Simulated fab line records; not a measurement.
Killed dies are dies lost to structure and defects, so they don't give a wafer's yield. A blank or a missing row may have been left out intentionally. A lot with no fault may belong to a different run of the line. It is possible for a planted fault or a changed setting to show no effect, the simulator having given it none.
What tool caused it? / flow gf180mcu / 6 lots with 18 wafers sampled at 2 steps, on a route of 602 steps

== WHAT THE GAUGES SHOWED, per wafer ==
GF_DNWELL_TW_MEAS_09.
lot=L732; measured=day 3 00:53; on=filmMetro-02; DNWELL_TW=1355 1360 1362
lot=L734; measured=day 3 11:09; on=filmMetro-03; DNWELL_TW=1347 1345 1340
lot=L739; measured=day 4 14:32; on=filmMetro-02; DNWELL_TW=1355 1357 1347
lot=L742; measured=day 5 06:26; on=filmMetro-03; DNWELL_TW=1350 1352 1356
lot=L749; measured=day 6 18:43; on=filmMetro-03; DNWELL_TW=31 31 31
lot=L754; measured=day 7 20:14; on=filmMetro-02; DNWELL_TW=1362 1365 1367

== EACH LOT AND THE TOOL THAT RAN IT (in order: tool; ch and the chambers of the sampled wafers; start) ==
lot=L732; GF_DNWELL_EXPOSE_04=ilineStepper-02 ch 0, day 2 18:44
lot=L734; GF_DNWELL_EXPOSE_04=ilineStepper-01 ch 0, day 3 05:10
lot=L739; GF_DNWELL_EXPOSE_04=ilineStepper-02 ch 0, day 4 08:02
lot=L742; GF_DNWELL_EXPOSE_04=ilineStepper-01 ch 0, day 4 23:05
lot=L749; GF_DNWELL_EXPOSE_04=ilineStepper-02 ch 0, day 6 10:59
lot=L754; GF_DNWELL_EXPOSE_04=ilineStepper-01 ch 0, day 7 11:51
- GF_DNWELL_EXPOSE_04: exposes mask DNWELL, target cd 1700 nm.

== THE ANSWER, worked out from the rows above alone ==
Rule: what is usual is taken from the lots themselves. Put in order of their means at a reading, lots are off if they are a third of the lots or fewer, leave a main group of 4 or more, and stand apart from it by a gap of 3 or more times the standard deviation of the main group's means; of several such gaps the widest counts. A main group is skipped when, at the precision printed for the reading in the tables above, its means are all equal. A lot without any number at a reading at which 4 lots or more have one is off too. Where the step has rows for the other lots, those lots are counted as sound.
Off: L749, at GF_DNWELL_TW_MEAS_09 (DNWELL_TW). For the main group the mean is 1355 and the standard deviation 6.9.
A tool fits if, at a process step before that reading, it ran every lot that is off, and no sound lot after the first of them. Gauges at GF_DNWELL_TW_MEAS_09: tried the same way as those tools. This does not decide it: 2 tools fit, namely ilineStepper-02 at GF_DNWELL_EXPOSE_04 and filmMetro-03 at GF_DNWELL_TW_MEAS_09.

== WHAT THE SIMULATOR HAD INSERTED ==
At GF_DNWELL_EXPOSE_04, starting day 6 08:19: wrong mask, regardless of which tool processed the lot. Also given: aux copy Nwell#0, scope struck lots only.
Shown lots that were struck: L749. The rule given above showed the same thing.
